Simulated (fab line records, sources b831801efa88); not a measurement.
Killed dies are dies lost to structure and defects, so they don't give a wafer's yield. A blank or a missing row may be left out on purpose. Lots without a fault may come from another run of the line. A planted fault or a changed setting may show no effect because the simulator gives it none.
fab line records | flow gf180mcu
record lots=13 wafers=39 last_day=34
route steps=602 shown CONTACT@291 M2@362 V2@384
lots that met no fault: from a run of the same line without faults
start_h: hours from the record's first day to the start of the lot's first wafer shown | wait_h: hours since the lot's step before | " the same as in the row above | L1.1+2: a row that stands for several wafers | - no value, or no start given | * or withheld: withheld | < > ~ a bound
route shown NAME@n: a module of which the file shows steps, and the number in the route of the first | usual: mean/standard deviation of fault-free wafers | same: alike in all rows | chamber/n: place in a boat | sites: the reading at each site | _std_site: their standard deviation | _edge_site: outer sites' mean less inner sites' | radius_mm: how far each site lies from the wafer's centre | mask NAME#n: copy n | behind: the tool/chamber that last shaped the wafer | hold: why the lot was held/for how many hours/how that ended | device: the transistor (n, p or np) that didn't switch | end of line: the same wafers' tests at the end of the route | a step without rows: its recipe alone | killed: dies lost to structure and defects at the first sort, not the wafer's yield | map: a wafer's dies, x killed, . not, _ none there
set.NAME: the setting as run; set.NAME@STEP: as run at that earlier step | model.NAME: the simulator's own value behind a step, which no gauge read
steps of the route over a sample of lots; a table a step, a row a wafer
services: from which hour (start_h, from the record's first day; less than 0 if before it) a tool's chamber was out of use, for how many hours, and why
## steps
# step GF_CONTACT_CMP_04
# recipe material=SiO2 down_force_psi=4 platen_rpm=60 pad_velocity_m_s=0.94248
# usual motor_current_A=12.0/1.3 time_to_endpoint_s=111/5.7
# columns lot.wafer tool chamber start_h wait_h motor_current_A time_to_endpoint_s
L644.4 cmp-01 3 348.83 0.0 11.5 113
L644.2 " 1 " " 12.5 97
L644.6 " 3 " " 11.7 105
L645.2 cmp-02 1 353.92 0.0 9.5 106
L645.3 " 2 " " 14.3 102
L645.5 " 1 " " 9.8 113
L646.1 cmp-02 0 366.95 0.1 11.0 98
L646.3 " 3 " " 12.5 101
L646.5 " 1 " " 9.9 109
L647.1 cmp-02 2 380.78 0.2 14.1 103
L647.5 " 3 " " 12.9 111
L647.6 " 0 " " 10.6 113
L648.2 cmp-02 0 382.75 0.0 11.1 113
L648.3 " 2 " " 14.1 111
L648.5 " 0 " " 10.9 115
L649.2 cmp-01 3 388.02 0.0 11.4 106
L649.4 " 0 " " 10.8 114
L649.1 " 1 " " 11.5 108
L650.2 cmp-01 1 408.25 0.0 12.0 107
L650.4 " 2 " " 13.0 113
L650.1 " 3 " " 11.2 114
L651.1 cmp-02 3 412.34 0.1 13.1 105
L651.2 " 1 " " 10.1 115
L651.5 " 3 " " 13.3 112
L661.4 cmp-02 0 499.49 0.0 11.6 111
L661.2 " 2 " " 14.6 102
L661.6 " 1 " " 9.8 117
L660.3 cmp-01 3 500.09 0.0 11.8 113
L660.4 " 2 " " 14.1 116
L660.5 " 3 " " 11.3 112
L663.2 cmp-02 3 518.98 0.1 13.3 111
L663.1 " 0 " " 10.9 103
L663.6 " 2 " " 14.4 113
L665.3 cmp-01 1 529.73 0.1 11.3 103
L665.6 " 0 " " 11.4 121
L665.5 " 1 " " 11.8 112
L666.3 cmp-02 1 539.83 0.1 9.9 114
L666.4 " 2 " " 14.4 118
L666.5 " 0 " " 11.1 123
# step GF_M2_SPUTTER_00
# recipe material=Ti target_thk_nm=37.5 arriving_ion_energy_ev=80 substrate_temp_c=200 chamber_pressure_pa=2 power_w=4000 time_s=150
# usual throttle_valve_pct=30.0/1
# columns lot.wafer tool chamber start_h wait_h throttle_valve_pct
L644.2 pvd_sputter-03 - 422.63 0.2 30.4
L644.4 " - " " 30.0
L644.6 " - " " 30.5
L645.2 pvd_sputter-04 - 429.14 0.2 29.9
L645.3 " - " " 31.3
L645.5 " - " " 29.8
L646.1 pvd_sputter-02 - 442.97 0.1 28.3
L646.3 " - " " 29.2
L646.5 " - " " 31.2
L647.1 pvd_sputter-03 - 458.47 0.2 29.7
L647.5 " - " " 30.2
L647.6 " - " " 32.2
L648.2 pvd_sputter-04 - 459.17 0.2 29.2
L648.3 " - " " 31.0
L648.5 " - " " 29.9
L649.1 pvd_sputter-04 - 465.78 0.1 29.5
L649.2 " - " " 29.2
L649.4 " - " " 29.6
L650.1 pvd_sputter-02 - 486.18 0.2 28.2
L650.2 " - " " 29.4
L650.4 " - " " 30.9
L651.1 pvd_sputter-04 - 490.38 0.1 29.5
L651.2 " - " " 29.4
L651.5 " - " " 29.9
L661.2 pvd_sputter-03 - 574.82 0.2 30.2
L661.4 " - " " 32.1
L661.6 " - " " 29.8
L660.3 pvd_sputter-02 - 575.12 0.2 31.3
L660.4 " - " " 28.0
L660.5 " - " " 31.2
L663.1 pvd_sputter-03 - 591.25 0.2 30.0
L663.2 " - " " 30.4
L663.6 " - " " 31.9
L665.3 pvd_sputter-03 - 601.60 0.1 30.3
L665.5 " - " " 31.9
L665.6 " - " " 30.5
L666.3 pvd_sputter-02 - 609.83 0.1 28.2
L666.4 " - " " 29.5
L666.5 " - " " 28.0
# step GF_M2_EXPOSE_11
# recipe mask_id=Metal2 target_cd_nm=280 na=0.68 source_shape=conventional sigma_outer=0.6 dose_mj=28
# columns lot.wafer tool chamber start_h wait_h mask
L644.2+4+6 krf_scanner-02 0 434.74 - Metal2#0
L645.2+3+5 krf_scanner-02 0 441.14 - Metal2#0
L646.1+3+5 krf_scanner-02 0 455.96 - Metal2#0
L647.1+5+6 krf_scanner-01 0 470.80 - Metal2#0
L648.2+3+5 krf_scanner-01 0 471.73 - Metal2#0
L649.1+2+4 krf_scanner-02 0 478.60 - Metal2#0
L650.1+2+4 krf_scanner-02 0 498.67 - Metal2#0
L651.1+2+5 krf_scanner-02 0 502.62 - Metal2#0
L661.2+4+6 krf_scanner-01 0 585.64 - Metal2#0
L660.3+4+5 krf_scanner-01 0 585.80 - Metal2#0
L663.1+2+6 krf_scanner-02 0 602.18 - Metal2#0
L665.3+5+6 krf_scanner-02 0 611.97 - Metal2#0
L666.3+4+5 krf_scanner-02 0 620.94 - Metal2#0
# step GF_M2_CD_MEAS_14
# recipe target_cd_nm=280
# usual cd_nm=280.1/1.1
# columns lot.wafer tool chamber start_h wait_h cd_nm
L644.2 cd_sem-01 - 447.04 0.1 282.2
L644.4 " - " " 283.0
L644.6 " - " " 281.0
L645.2 cd_sem-01 - 453.88 0.1 280.7
L645.3 " - " " 280.7
L645.5 " - " " 280.7
L646.1 cd_sem-02 - 467.87 0.1 280.1
L646.3 " - " " 280.4
L646.5 " - " " 279.4
L647.1 cd_sem-02 - 483.23 0.1 281.6
L647.5 " - " " 280.8
L647.6 " - " " 280.8
L648.2 cd_sem-01 - 483.73 0.1 279.3
L648.3 " - " " 280.0
L648.5 " - " " 280.4
L649.1 cd_sem-01 - 490.22 0.1 278.5
L649.2 " - " " 279.5
L649.4 " - " " 280.2
L650.1 cd_sem-01 - 509.86 0.1 280.2
L650.2 " - " " 280.1
L650.4 " - " " 280.5
L651.1 cd_sem-02 - 514.22 0.1 281.4
L651.2 " - " " 281.3
L651.5 " - " " 279.8
L661.2 cd_sem-01 - 596.55 0.1 272.9
L661.4 " - " " 263.4
L661.6 " - " " 271.7
L660.3 cd_sem-02 - 596.96 0.1 257.3
L660.4 " - " " 269.3
L660.5 " - " " 264.2
L663.1 cd_sem-02 - 612.41 0.1 279.1
L663.2 " - " " 277.4
L663.6 " - " " 279.0
L665.3 cd_sem-02 - 622.62 0.1 280.0
L665.5 " - " " 281.9
L665.6 " - " " 280.0
L666.3 cd_sem-02 - 630.56 0.1 279.8
L666.4 " - " " 280.2
L666.5 " - " " 280.5
# step GF_V2_CVD_02
# recipe material=SiO2 target_thk_nm=850 precursor=TEOS temp_c=400 time_s=94.851 rf_w=600
# usual heater_power_w=668/87
# columns lot.wafer tool chamber start_h wait_h heater_power_w
L644.2 pecvd-04 1 447.97 0.0 804
L644.4 " 0 " " 854
L644.6 " 1 " " 644
L645.2 pecvd-03 1 454.81 0.0 645
L645.3 " 0 " " 592
L645.5 " 1 " " 518
L646.1 pecvd-04 2 468.85 0.1 604
L646.3 " 0 " " 794
L646.5 " 2 " " 642
L647.1 pecvd-02 1 484.19 0.1 718
L647.5 " 2 " " 703
L647.6 " 0 " " 637
L648.2 pecvd-03 2 484.68 0.0 678
L648.3 " 1 " " 638
L648.5 " 2 " " 530
L649.1 pecvd-03 2 491.17 0.1 637
L649.2 " 0 " " 535
L649.4 " 1 " " 662
L650.1 pecvd-04 0 510.81 0.1 831
L650.2 " 2 " " 641
L650.4 " 0 " " 665
L651.1 pecvd-02 0 515.17 0.1 566
L651.2 " 2 " " 659
L651.5 " 2 " " 705
L661.2 pecvd-03 1 597.48 0.0 673
L661.4 " 2 " " 665
L661.6 " 1 " " 521
L660.3 pecvd-04 0 597.87 0.0 808
L660.4 " 1 " " 778
L660.5 " 2 " " 629
L663.1 pecvd-02 0 613.39 0.1 648
L663.2 " 1 " " 768
L663.6 " 2 " " 665
L665.3 pecvd-02 1 623.72 0.0 680
L665.5 " 2 " " 712
L665.6 " 1 " " 726
L666.3 pecvd-04 2 631.54 0.0 557
L666.4 " 0 " " 796
L666.5 " 2 " " 606
## services
# columns tool chamber start_h hours kind
cmp-01 - 326.52 5.4 repair
krf_scanner-02 - 330.46 4.2 repair
cmp-02 - 338.57 4.2 pm
pecvd-04 0 343.79 2.4 repair
pecvd-04 - 371.69 4.3 pm
krf_scanner-02 - 374.83 1.3 pm
pecvd-04 - 379.98 0.6 repair
krf_scanner-02 - 382.56 0.8 pm
cmp-02 - 397.22 3.9 repair
krf_scanner-02 - 397.29 4.0 pm
krf_scanner-02 - 401.31 1.0 pm
cmp-01 - 404.03 4.0 pm
krf_scanner-02 - 405.62 0.2 repair
cmp-01 - 412.07 1.3 repair
cmp-02 - 417.91 2.6 repair
krf_scanner-02 - 488.73 4.0 repair
cmp-01 - 522.64 5.2 repair
krf_scanner-02 - 542.60 2.5 repair
krf_scanner-02 - 550.82 1.3 pm
krf_scanner-02 - 552.12 0.8 pm
cmp-01 - 555.61 18.9 pm
krf_scanner-02 - 568.85 1.0 pm
cmp-02 - 572.28 4.0 pm
cmp-02 - 603.08 0.3 repair
## key
first_sign step=GF_M2_CD_MEAS_14 reading=cd_nm direction=down sigmas=13 usual=280.1 struck=266.5 through=control_loop
effect none on later readings
met_at GF_M2_EXPOSE_11
struck_lots L660,L661
loop_trim step=GF_M2_EXPOSE_11 setting=dose lots=L660,L661
not_acting_at GF_CONTACT_CMP_04,GF_M2_SPUTTER_00,GF_V2_CVD_02
onset_between 471.73 585.64
fault kind=process_parameter_drift tool=krf_scanner-01 chamber=- onset_h=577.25 steps=GF_M2_EXPOSE_11 channel=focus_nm offset=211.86 spread_by_wafer=0.3 shape=step end_h=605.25
# loop_trim: a control loop set the setting to another value than it would have without faults
